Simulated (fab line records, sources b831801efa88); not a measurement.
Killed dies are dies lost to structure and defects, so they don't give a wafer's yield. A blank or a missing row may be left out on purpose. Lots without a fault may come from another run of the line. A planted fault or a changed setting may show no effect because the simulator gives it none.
One fault seen from 2 desks | flow gf180mcu | each desk has only its own numbers; what lay behind them comes last

THE TOOL OWNER'S DESK: furnace-01
The tool's own readings at GF_DUAL_GATE_OXIDATION_15 (stabilise 600 s, purge 300 s, target thk 7.098 nm): means of the sampled wafers that have a number, for each lot that ran on this tool. A lot is out of limits, marked OUT, if its mean lies more than 4 standard deviations from the usual mean; the brackets give that distance.
Columns: A = spike_tc_lower_C at GF_DUAL_GATE_OXIDATION_15, usual 849.8 C; B = zone_power_bottom_pct at GF_DUAL_GATE_OXIDATION_15, usual 23.1 %
lot  | first seen here | A     | B
L132 | day 11 05:55    | 849.7 | 22.9
L133 | day 11 14:29    | 850.4 | 22.7
L143 | day 14 08:08    | 850.1 | 22.9
This desk's finding: nothing out of limits on any of the 3 lots.

THE METROLOGY DESK
What the gauges read, lot by lot, whatever tool the lot ran on: means of the sampled wafers that have a number. A lot is out of limits, marked OUT, if its mean lies more than 4 standard deviations from the usual mean; the brackets give that distance.
Columns: A = DUAL_GATE_OXIDATION_00_THK at GF_DUAL_GATE_THK_MEAS_03, usual 10.78 nm; B = DUAL_GATE_OVL at GF_DUAL_GATE_OVL_MEAS_11, usual -0.1 nm
lot  | first seen here | A     | B
L130 | day 9 22:04     | 11.06 | 2.1
L132 | day 10 10:53    | 10.87 | 0.5
L133 | day 10 18:55    | 10.72 | 1.4
L137 | day 11 19:39    | 10.83 | 0.7
L139 | day 12 10:17    | 10.74 | 1.8
L143 | day 13 11:16    | 11.05 | 0.1
This desk's finding: nothing out of limits on any of the 6 lots.

PUT TOGETHER
The tool owner's desk saw nothing out of limits.
The metrology desk saw nothing out of limits.

WHAT THE SIMULATOR HAD PUT IN
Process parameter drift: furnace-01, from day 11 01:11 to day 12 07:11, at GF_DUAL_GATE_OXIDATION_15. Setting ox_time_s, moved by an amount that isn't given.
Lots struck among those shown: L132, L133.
